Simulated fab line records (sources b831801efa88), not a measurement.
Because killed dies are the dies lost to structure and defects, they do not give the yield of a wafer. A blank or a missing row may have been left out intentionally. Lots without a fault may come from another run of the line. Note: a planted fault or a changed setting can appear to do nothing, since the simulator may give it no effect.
fab line records + flow sky130
record:
- lots: 5
- wafers: 14
- lastDay: 49
route steps=708 shown VIA3@590 METAL4@598 CAP2M@603 PAD_OPEN@708
lots with no fault: from the same line, run without faults
startH: the number of hours between the record's first day and the start of the first shown wafer of the lot + waitH: time in hours since the lot's previous step + " identical to the entry in the row above + L1.1+2: a single row standing in for several wafers + - value missing, or start not given + * or withheld: withheld + < > ~ a bound
route shown NAME@n: NAME is a module with steps in the file, n the number in the route of the first one + usual: mean/standard deviation taken from wafers without a fault + same: alike in all rows + chamber/n: place in a boat + sites: each site's reading + _std_site: the standard deviation of these + _edge_site: mean of outer sites minus mean of inner sites + radiusMm: how far each site lies from the wafer's centre + mask NAME#n: copy n + behind: the most recent tool/chamber to have shaped the wafer + hold: cause of the lot's hold/its duration in hours/its outcome + device: the n, p or np transistor that did not switch + end of line: the same wafers' tests at the end of the route + a step given without rows: its recipe and nothing more + killed: count of dies lost to structure and defects at first sort (not the wafer's yield) + map: shows each die of a wafer: x if killed, . if not, _ if none is there
set.NAME: the setting the step ran with; set.NAME@STEP: the setting that earlier step ran with + model.NAME: the simulator's own value behind a step, which no gauge read
lots at selected steps of the route; one table per step, one row per wafer
services: when a tool's chamber went out of use (startH, in hours from the record's first day, below 0 if earlier), for how many hours, and the reason
== steps ==
step: SKY_VIA3_STRIP_17
recipe:
- chemistry: postEtchResidueRemover
- timeS: 1200
- tempC: 72.5
step: SKY_VIA3_CLEAN_18
recipe:
- chemistry: IPA
- timeS: 180
- tempC: 25
step: SKY_VIA3_CLEAN_19
recipe:
- chemistry: O3/DIW
- dry: n2Spin
step: SKY_VIA3_SPUTTER_20
recipe:
- material: TiN
- targetThkNm: 20
- chamberPressurePa: 5
- powerW: 4000
- timeS: 80
usual:
- throttleValvePct: 29.7/1.1
| lot.wafer | tool          | chamber | startH  | waitH | throttleValvePct |
|-----------|---------------|---------|---------|-------|------------------|
| L211.2    | pvdSputter-02 | -       | 921.12  | 0.0   | 29.6             |
| L211.3    | "             | -       | "       | "     | 29.8             |
| L211.6    | "             | -       | "       | "     | 29.6             |
| L216.3    | pvdSputter-03 | -       | 966.46  | 0.0   | 31.4             |
| L216.4    | "             | -       | "       | "     | 28.2             |
| L216.6    | "             | -       | "       | "     | 31.6             |
| L217.1    | pvdSputter-03 | -       | 990.81  | 0.0   | 31.8             |
| L217.2    | "             | -       | "       | "     | 28.5             |
| L217.6    | "             | -       | "       | "     | 28.7             |
| L223.1    | pvdSputter-03 | -       | 1018.22 | 0.0   | 28.4             |
| L223.4    | "             | -       | "       | "     | 30.9             |
| L223.6    | "             | -       | "       | "     | 28.9             |
| L228.2    | pvdSputter-04 | -       | 1046.51 | 0.0   | 30.5             |
| L228.4    | "             | -       | "       | "     | 30.2             |
step: SKY_VIA3_CVD_21
recipe:
- material: W
- targetThkNm: 390
- timeS: 117.31
- tempC: 400
- pressureTorr: 40
usual:
- chamberPressureTorr: 39.99/0.083
- heaterPowerW: 897/42
| lot.wafer | tool    | chamber | startH  | waitH | chamberPressureTorr | heaterPowerW |
|-----------|---------|---------|---------|-------|---------------------|--------------|
| L211.2    | cvdW-01 | 1       | 921.18  | 0.0   | 40.00               | 848          |
| L211.3    | "       | 1       | "       | "     | 39.98               | 828          |
| L211.6    | "       | 0       | "       | "     | 40.10               | 911          |
| L216.3    | cvdW-01 | 1       | 966.56  | 0.1   | 39.92               | 852          |
| L216.4    | "       | 0       | "       | "     | 40.15               | 917          |
| L216.6    | "       | 1       | "       | "     | 39.88               | 835          |
| L217.1    | cvdW-02 | 0       | 990.88  | 0.0   | 40.06               | 945          |
| L217.2    | "       | 1       | "       | "     | 40.08               | 938          |
| L217.6    | "       | 1       | "       | "     | 39.99               | 948          |
| L223.1    | cvdW-02 | 1       | 1018.28 | 0.0   | 39.90               | 916          |
| L223.4    | "       | 1       | "       | "     | 39.92               | 933          |
| L223.6    | "       | 0       | "       | "     | 40.08               | 960          |
| L228.2    | cvdW-01 | 1       | 1046.57 | 0.0   | 40.07               | 826          |
| L228.4    | "       | 0       | "       | "     | 39.92               | 895          |
step: SKY_VIA3_RS_MEAS_22
recipe:
- thkMeasGauge: four-point-probe
- reads: W_of_VIA3_CVD_21+TiN_of_VIA3_SPUTTER_20
usual:
- VIA3_W_RS: 0.294/0.0039
| lot.wafer | tool         | chamber | startH  | waitH | VIA3_W_RS[ohm/sq] |
|-----------|--------------|---------|---------|-------|-------------------|
| L211.2    | filmMetro-01 | -       | 921.33  | 0.1   | 0.294             |
| L211.3    | "            | -       | "       | "     | 0.295             |
| L211.6    | "            | -       | "       | "     | 0.299             |
| L216.3    | filmMetro-01 | -       | 966.68  | 0.1   | 0.295             |
| L216.4    | "            | -       | "       | "     | 0.301             |
| L216.6    | "            | -       | "       | "     | 0.298             |
| L217.1    | filmMetro-01 | -       | 991.00  | 0.1   | 0.287             |
| L217.2    | "            | -       | "       | "     | 0.292             |
| L217.6    | "            | -       | "       | "     | 0.292             |
| L223.1    | filmMetro-04 | -       | 1018.40 | 0.1   | 0.300             |
| L223.4    | "            | -       | "       | "     | 0.292             |
| L223.6    | "            | -       | "       | "     | 0.289             |
| L228.2    | filmMetro-02 | -       | 1046.71 | 0.1   | 0.295             |
| L228.4    | "            | -       | "       | "     | 0.304             |
step: SKY_VIA3_THK_MEAS_23
recipe:
- thkMeasGauge: xrf
- reads: W_of_VIA3_CVD_21
usual:
- VIA3_W_THK: 396/5.6
| lot.wafer | tool         | chamber | startH  | waitH | VIA3_W_THK[nm] |
|-----------|--------------|---------|---------|-------|----------------|
| L211.2    | filmMetro-01 | -       | 921.44  | 0.1   | 398            |
| L211.3    | "            | -       | "       | "     | 401            |
| L211.6    | "            | -       | "       | "     | 392            |
| L216.3    | filmMetro-01 | -       | 966.78  | 0.1   | 396            |
| L216.4    | "            | -       | "       | "     | 389            |
| L216.6    | "            | -       | "       | "     | 392            |
| L217.1    | filmMetro-01 | -       | 991.12  | 0.1   | 407            |
| L217.2    | "            | -       | "       | "     | 399            |
| L217.6    | "            | -       | "       | "     | 401            |
| L223.1    | filmMetro-04 | -       | 1018.52 | 0.1   | 384            |
| L223.4    | "            | -       | "       | "     | 397            |
| L223.6    | "            | -       | "       | "     | 402            |
| L228.2    | filmMetro-02 | -       | 1046.82 | 0.1   | 393            |
| L228.4    | "            | -       | "       | "     | 379            |
step: SKY_VIA3_CMP_24
recipe:
- stopOn: SiO2
- tOverpolishS: 20
- downForcePsi: 3.5
- platenRpm: 60
- targetThkNm: 0
- padVelocityMS: 0.94248
step: SKY_METAL4_SPUTTER_00
recipe:
- material: Ti
- targetThkNm: 15
- powerW: 3000
- timeS: 10
- chamberPressurePa: 0.4
usual:
- throttleValvePct: 30.0/1.3
| lot.wafer | tool          | chamber | startH  | waitH | throttleValvePct |
|-----------|---------------|---------|---------|-------|------------------|
| L211.2    | pvdSputter-03 | -       | 921.90  | 0.2   | 31.4             |
| L211.3    | "             | -       | "       | "     | 28.4             |
| L211.6    | "             | -       | "       | "     | 28.5             |
| L216.3    | pvdSputter-03 | -       | 967.12  | 0.1   | 28.5             |
| L216.4    | "             | -       | "       | "     | 31.3             |
| L216.6    | "             | -       | "       | "     | 31.1             |
| L217.1    | pvdSputter-02 | -       | 991.48  | 0.1   | 30.0             |
| L217.2    | "             | -       | "       | "     | 29.6             |
| L217.6    | "             | -       | "       | "     | 29.7             |
| L223.1    | pvdSputter-03 | -       | 1018.88 | 0.2   | 31.4             |
| L223.4    | "             | -       | "       | "     | 29.1             |
| L223.6    | "             | -       | "       | "     | 29.1             |
| L228.2    | pvdSputter-03 | -       | 1047.33 | 0.2   | 31.3             |
| L228.4    | "             | -       | "       | "     | 28.9             |
step: SKY_METAL4_SPUTTER_01
recipe:
- material: TiN
- targetThkNm: 20
- powerW: 6500
- timeS: 16.7
- chamberPressurePa: 0.4
usual:
- throttleValvePct: 30.0/1.3
| lot.wafer | tool          | chamber | startH  | waitH | throttleValvePct |
|-----------|---------------|---------|---------|-------|------------------|
| L211.2    | pvdSputter-03 | -       | 921.92  | 0.0   | 31.6             |
| L211.3    | "             | -       | "       | "     | 28.3             |
| L211.6    | "             | -       | "       | "     | 28.3             |
| L216.3    | pvdSputter-03 | -       | 967.14  | 0.0   | 28.4             |
| L216.4    | "             | -       | "       | "     | 31.4             |
| L216.6    | "             | -       | "       | "     | 31.3             |
| L217.1    | pvdSputter-02 | -       | 991.50  | 0.0   | 29.9             |
| L217.2    | "             | -       | "       | "     | 29.4             |
| L217.6    | "             | -       | "       | "     | 29.8             |
| L223.1    | pvdSputter-03 | -       | 1018.90 | 0.0   | 31.4             |
| L223.4    | "             | -       | "       | "     | 29.0             |
| L223.6    | "             | -       | "       | "     | 29.2             |
| L228.2    | pvdSputter-03 | -       | 1047.35 | 0.0   | 31.5             |
| L228.4    | "             | -       | "       | "     | 29.3             |
step: SKY_METAL4_SPUTTER_02
recipe:
- material: AlCu
- targetThkNm: 735
- powerW: 10600
- timeS: 39.1
- chamberPressurePa: 0.4
step: SKY_METAL4_SPUTTER_03
recipe:
- material: Ti
- targetThkNm: 5
- powerW: 3000
- timeS: 3.3
- chamberPressurePa: 0.4
usual:
- throttleValvePct: 30.0/1.3
| lot.wafer | tool          | chamber | startH  | waitH | throttleValvePct |
|-----------|---------------|---------|---------|-------|------------------|
| L211.2    | pvdSputter-03 | -       | 921.99  | 0.0   | 31.3             |
| L211.3    | "             | -       | "       | "     | 28.5             |
| L211.6    | "             | -       | "       | "     | 28.5             |
| L216.3    | pvdSputter-03 | -       | 967.21  | 0.0   | 28.4             |
| L216.4    | "             | -       | "       | "     | 31.7             |
| L216.6    | "             | -       | "       | "     | 31.5             |
| L217.1    | pvdSputter-02 | -       | 991.57  | 0.0   | 29.8             |
| L217.2    | "             | -       | "       | "     | 29.5             |
| L217.6    | "             | -       | "       | "     | 29.7             |
| L223.1    | pvdSputter-03 | -       | 1018.97 | 0.0   | 31.7             |
| L223.4    | "             | -       | "       | "     | 28.9             |
| L223.6    | "             | -       | "       | "     | 29.1             |
| L228.2    | pvdSputter-03 | -       | 1047.41 | 0.0   | 31.2             |
| L228.4    | "             | -       | "       | "     | 28.8             |
step: SKY_METAL4_SPUTTER_04
recipe:
- material: TiN
- targetThkNm: 70
- powerW: 6500
- timeS: 58.3
- chamberPressurePa: 0.4
usual:
- throttleValvePct: 30.0/1.3
| lot.wafer | tool          | chamber | startH  | waitH | throttleValvePct | model.TiN_of_METAL4_SPUTTER_04.thkNm |
|-----------|---------------|---------|---------|-------|------------------|--------------------------------------|
| L211.2    | pvdSputter-03 | -       | 922.01  | 0.0   | 31.4             | 69.39                                |
| L211.3    | "             | -       | "       | "     | 28.3             | 70.03                                |
| L211.6    | "             | -       | "       | "     | 28.6             | 69.78                                |
| L216.3    | pvdSputter-03 | -       | 967.23  | 0.0   | 28.3             | 70.95                                |
| L216.4    | "             | -       | "       | "     | 31.4             | 70.31                                |
| L216.6    | "             | -       | "       | "     | 31.2             | 70.43                                |
| L217.1    | pvdSputter-02 | -       | 991.58  | 0.0   | 30.1             | 71.33                                |
| L217.2    | "             | -       | "       | "     | 29.6             | 71.14                                |
| L217.6    | "             | -       | "       | "     | 29.6             | 71.25                                |
| L223.1    | pvdSputter-03 | -       | 1018.99 | 0.0   | 31.7             | 70.74                                |
| L223.4    | "             | -       | "       | "     | 28.7             | 69.91                                |
| L223.6    | "             | -       | "       | "     | 28.6             | 69.69                                |
| L228.2    | pvdSputter-03 | -       | 1047.43 | 0.0   | 31.4             | 69.72                                |
| L228.4    | "             | -       | "       | "     | 28.8             | 63.9                                 |
step: SKY_CAP2M_CVD_00
recipe:
- material: SiO2
- targetThkNm: 15.5
- tempC: 400
- timeS: withheld
- rfW: 450
step: SKY_PAD_OPEN_PROBE_99
usual:
- defectLimitedYield: 82.0/1.9
- killed_at_M0_to_M3: 45/6.9
- killed_at_M4_up: 3.0/1.7
- killedAtContacts: 25/5.6
- killedAtFrontEnd: 15/4.2
- killedAtOther: 0.3/0.55
- killedDies: 89/9.6
- killedOpen: 49/7.2
- killedShort: 39/6.5
- sort_bin_3_pad_short: 0.9/0.44
- sort_bin_5_function: 10.7/1.4
- sort_bin_6_memory: 6.4/1.3
- sortNPass: 403/9.6
- sortYieldPct: 82.0/1.9
same:
- grossDies: 492
- killedAtBackSide: 0
- sort_bin_4_leakage[%]: 0
- sort_bin_8_speed[%]: 0
| lot.wafer | tool      | chamber | startH  | waitH | defectLimitedYield[%] | killed_at_M0_to_M3 | killed_at_M4_up | killedAtContacts | killedAtFrontEnd | killedAtOther | killedDies | killedOpen | killedShort | sort_bin_3_pad_short[%] | sort_bin_5_function[%] | sort_bin_6_memory[%] | sortNPass | sortYieldPct[%] |
|-----------|-----------|---------|---------|-------|-----------------------|--------------------|-----------------|------------------|------------------|---------------|------------|------------|-------------|-------------------------|------------------------|----------------------|-----------|-----------------|
| L211.2    | prober-02 | -       | 1068.20 | 0.1   | 83.3                  | 40                 | 3               | 25               | 14               | 0             | 82         | 48         | 34          | 1.6                     | 9.8                    | 5.3                  | 410       | 83.3            |
| L211.3    | prober-02 | -       | 1068.25 | 0.2   | 80.3                  | 45                 | 3               | 30               | 18               | 1             | 97         | 57         | 40          | 1.2                     | 11.8                   | 6.7                  | 395       | 80.3            |
| L211.6    | prober-02 | -       | 1068.40 | 0.2   | 80.1                  | 49                 | 1               | 34               | 14               | 0             | 98         | 55         | 43          | 1.4                     | 12.6                   | 5.9                  | 394       | 80.1            |
| L216.3    | prober-01 | -       | 1105.56 | 0.2   | 82.7                  | 41                 | 5               | 23               | 16               | 0             | 85         | 40         | 45          | 0.8                     | 10.2                   | 6.3                  | 407       | 82.7            |
| L216.4    | prober-01 | -       | 1105.61 | 0.2   | 84.8                  | 35                 | 4               | 25               | 11               | 0             | 75         | 44         | 31          | 1.2                     | 9.1                    | 4.9                  | 417       | 84.8            |
| L216.6    | prober-01 | -       | 1105.71 | 0.2   | 84.8                  | 43                 | 1               | 21               | 10               | 0             | 75         | 48         | 27          | 1.2                     | 9.6                    | 4.5                  | 417       | 84.8            |
| L217.1    | prober-01 | -       | 1128.59 | 0.1   | 81.3                  | 53                 | 3               | 22               | 13               | 1             | 92         | 51         | 41          | 0.6                     | 8.7                    | 9.3                  | 400       | 81.3            |
| L217.2    | prober-01 | -       | 1128.64 | 0.1   | 82.3                  | 48                 | 5               | 20               | 14               | 0             | 87         | 47         | 40          | 1.4                     | 10.0                   | 6.3                  | 405       | 82.3            |
| L217.6    | prober-01 | -       | 1128.84 | 0.2   | 84.8                  | 37                 | 3               | 21               | 12               | 2             | 75         | 35         | 38          | 1.2                     | 8.9                    | 5.1                  | 417       | 84.8            |
| L223.1    | prober-01 | -       | 1148.38 | 0.1   | 82.9                  | 40                 | 5               | 24               | 15               | 0             | 84         | 48         | 36          | 0.8                     | 10.4                   | 5.9                  | 408       | 82.9            |
| L223.4    | prober-01 | -       | 1148.53 | 0.2   | 82.7                  | 31                 | 5               | 34               | 15               | 0             | 85         | 57         | 28          | 1.6                     | 11.0                   | 4.7                  | 407       | 82.7            |
| L223.6    | prober-01 | -       | 1148.63 | 0.2   | 82.9                  | 32                 | 4               | 29               | 19               | 0             | 84         | 55         | 29          | 0.6                     | 10.8                   | 5.7                  | 408       | 82.9            |
killed by level:class
L211.2 CONTACT:geometricParticle:open=11 VIA1:geometricParticle:open=9 LI_CONTACT:geometricParticle:open=7 METAL1:geometricParticle:short=6 METAL3:geometricParticle:short=6 FIELD_ISO:geometricParticle:open=5 VIA2:geometricParticle:open=5 VIA3:geometricParticle:open=5
L211.3 VIA1:geometricParticle:open=15 LI_CONTACT:geometricParticle:open=10 FIELD_ISO:geometricParticle:open=6 LOCAL_INTERCONNECT:geometricParticle:short=6 CONTACT:geometricParticle:open=6 VIA2:geometricParticle:open=6 VIA2:geometricParticle:short=5 LI_CONTACT:geometricParticle:short=4
L211.6 CONTACT:geometricParticle:open=14 LI_CONTACT:geometricParticle:open=8 VIA1:geometricParticle:open=8 VIA2:geometricParticle:short=7 VIA2:geometricParticle:open=6 METAL1:geometricParticle:short=5 METAL2:geometricParticle:short=5 FIELD_ISO:geometricParticle:open=4
L216.3 VIA2:geometricParticle:open=9 METAL1:geometricParticle:short=8 CONTACT:geometricParticle:open=7 LI_CONTACT:geometricParticle:short=5 METAL2:geometricParticle:short=5 LI_CONTACT:geometricParticle:open=4 CONTACT:geometricParticle:short=4 VIA1:geometricParticle:open=4
L216.4 CONTACT:geometricParticle:open=10 VIA3:geometricParticle:open=8 VIA2:geometricParticle:open=7 VIA1:geometricParticle:open=5 LOCAL_INTERCONNECT:geometricParticle:short=4 FIELD_ISO:geometricParticle:short=4 LI_CONTACT:geometricParticle:open=4 CONTACT:geometricParticle:short=4
L216.6 VIA1:geometricParticle:open=14 LI_CONTACT:geometricParticle:open=8 VIA2:geometricParticle:open=6 VIA3:geometricParticle:open=6 CONTACT:geometricParticle:open=5 METAL1:geometricParticle:short=4 FIELD_ISO:geometricParticle:short=4 VIA1:geometricParticle:short=3
L217.1 VIA1:geometricParticle:open=15 LI_CONTACT:geometricParticle:open=9 METAL2:geometricParticle:short=8 VIA3:geometricParticle:open=7 FIELD_ISO:geometricParticle:open=5 POLY_GATE:geometricParticle:short=5 VIA2:geometricParticle:open=5 VIA3:geometricParticle:short=5
L217.2 VIA1:geometricParticle:open=11 LOCAL_INTERCONNECT:geometricParticle:short=7 CONTACT:geometricParticle:open=7 VIA3:geometricParticle:open=7 METAL1:geometricParticle:short=6 VIA1:geometricParticle:short=5 METAL2:geometricParticle:short=5 VIA2:geometricParticle:open=5
L217.6 VIA1:geometricParticle:open=8 VIA1:geometricParticle:short=6 LI_CONTACT:geometricParticle:open=6 FIELD_ISO:geometricParticle:open=5 LI_CONTACT:geometricParticle:short=5 CONTACT:geometricParticle:open=5 METAL2:geometricParticle:short=5 FIELD_ISO:geometricParticle:short=3
L223.1 VIA1:geometricParticle:open=10 CONTACT:geometricParticle:open=9 VIA3:geometricParticle:open=7 LOCAL_INTERCONNECT:geometricParticle:short=6 METAL2:geometricParticle:short=5 FIELD_ISO:geometricParticle:short=4 FIELD_ISO:geometricParticle:open=4 METAL1:geometricParticle:open=4
L223.4 LI_CONTACT:geometricParticle:open=17 CONTACT:geometricParticle:open=8 VIA2:geometricParticle:open=6 VIA3:geometricParticle:open=6 POLY_GATE:geometricParticle:open=5 CONTACT:geometricParticle:short=5 VIA1:geometricParticle:open=5 METAL4:geometricParticle:short=5
L223.6 CONTACT:geometricParticle:open=13 VIA1:geometricParticle:open=8 LI_CONTACT:geometricParticle:open=7 FIELD_ISO:geometricParticle:open=5 POLY_GATE:geometricParticle:open=5 VIA3:geometricParticle:open=5 VIA2:geometricParticle:open=5 POLY_GATE:geometricParticle:short=4
== services ==
| tool          | chamber | startH  | hours | kind                  |
|---------------|---------|---------|-------|-----------------------|
| cvdW-01       | -       | 904.00  | 14.0  | pm                    |
| cvdW-01       | 0       | 904.00  | 14.0  | ventCycle             |
| cvdW-01       | 1       | 904.00  | 14.0  | ventCycle             |
| pvdSputter-04 | -       | 913.38  | 1.6   | repair                |
| cvdW-01       | 0       | 918.00  | -     | clean                 |
| cvdW-01       | 1       | 918.00  | -     | clean                 |
| pvdSputter-02 | 3       | 943.68  | -     | consumableReplace:kit |
| pvdSputter-02 | 3       | 943.68  | 18.0  | scheduledDown         |
| pvdSputter-02 | 3       | 943.68  | 18.0  | ventCycle             |
| pvdSputter-02 | -       | 965.01  | 2.7   | repair                |
| pvdSputter-04 | -       | 1010.48 | 1.7   | repair                |
| pvdSputter-04 | 1       | 1017.32 | -     | consumableReplace:kit |
| pvdSputter-04 | 1       | 1017.32 | 18.0  | scheduledDown         |
| pvdSputter-04 | 1       | 1017.32 | 18.0  | ventCycle             |
| pvdSputter-02 | -       | 1042.02 | 13.8  | repair                |
== key ==
firstSign none at tools or gauges
modelEffect:
- step: SKY_METAL4_SPUTTER_04
- value: TiN_of_METAL4_SPUTTER_04.thkNm
- without: 69.34
- struck: 63.9
metAt SKY_METAL4_SPUTTER_04
struckWafers L228.4
onsetBetween 1018.99 1047.43
fault:
- kind: processParameterDrift
- tool: pvdSputter-03
- chamber: -
- onsetH: 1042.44
- steps: SKY_METAL4_SPUTTER_04
- channel: timeS
- offset: *
- shape: step
- endH: 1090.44
- scope: struckWafersOnly
- actsIn: *
- stated: *
